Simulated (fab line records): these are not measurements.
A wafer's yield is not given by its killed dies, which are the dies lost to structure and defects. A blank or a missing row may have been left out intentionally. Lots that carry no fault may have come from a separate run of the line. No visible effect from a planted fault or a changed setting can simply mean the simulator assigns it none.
Chamber matching :: flow gf180mcu :: GF_V1_CMP_26 on cmp-02: 4 sister chambers
The step polishes, stops on SiO2, t overpolish 15 s, target thk 0 nm. 4 wafers are shown with their chamber, then 8 later ones without.

== WAFERS PAIRED WITH THEIR CHAMBERS ==
wafer: L930.6
chamber: 3
motorCurrentA (A): 13.1

wafer: L931.2
chamber: 0
motorCurrentA (A): 13.0

wafer: L931.4
chamber: 1
motorCurrentA (A): 10.3

wafer: L933.1
chamber: 2
motorCurrentA (A): 11.1

== WAFERS MISSING THEIR CHAMBER ==
wafer: L933.3
motorCurrentA (A): 10.0

wafer: L933.4
motorCurrentA (A): 12.6

wafer: L934.2
motorCurrentA (A): 13.0

wafer: L934.3
motorCurrentA (A): 12.5

wafer: L934.5
motorCurrentA (A): 12.9

wafer: L940.1
motorCurrentA (A): 12.5

wafer: L940.2
motorCurrentA (A): 10.4

wafer: L940.3
motorCurrentA (A): 10.8

== WHICH CHAMBER EACH ONE RAN IN ==
wafer: L933.3
from the rows above: 1
in truth: 1

wafer: L933.4
from the rows above: can't be placed: 0 or 3
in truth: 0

wafer: L934.2
from the rows above: can't be placed: 0 or 3
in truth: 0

wafer: L934.3
from the rows above: can't be placed: 0 or 3
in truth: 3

wafer: L934.5
from the rows above: can't be placed: 0 or 3
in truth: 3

wafer: L940.1
from the rows above: can't be placed: 0 or 3
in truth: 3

wafer: L940.2
from the rows above: can't be placed: 1 or 2
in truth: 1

wafer: L940.3
from the rows above: can't be placed: 2 or 1
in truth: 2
1 of 8 placed correctly. Unplaceable from these rows: 7, with the true chamber sitting among the candidates in 7. Placed wrongly: 0.
How it was worked out, from the rows above alone: a wafer's distance from a chamber is the root of the sum, over the readings, of the square of ((its reading less the chamber's mean) divided by the reading's scatter). The wafer belongs to the nearest chamber; if the next one is less than 2 further off, it can't be placed. Each chamber's mean is taken over the wafers shown for it. The scatter (one wafer shown for each chamber): square how far every hidden wafer sits from the nearest shown wafer, average those squares and take the square root.
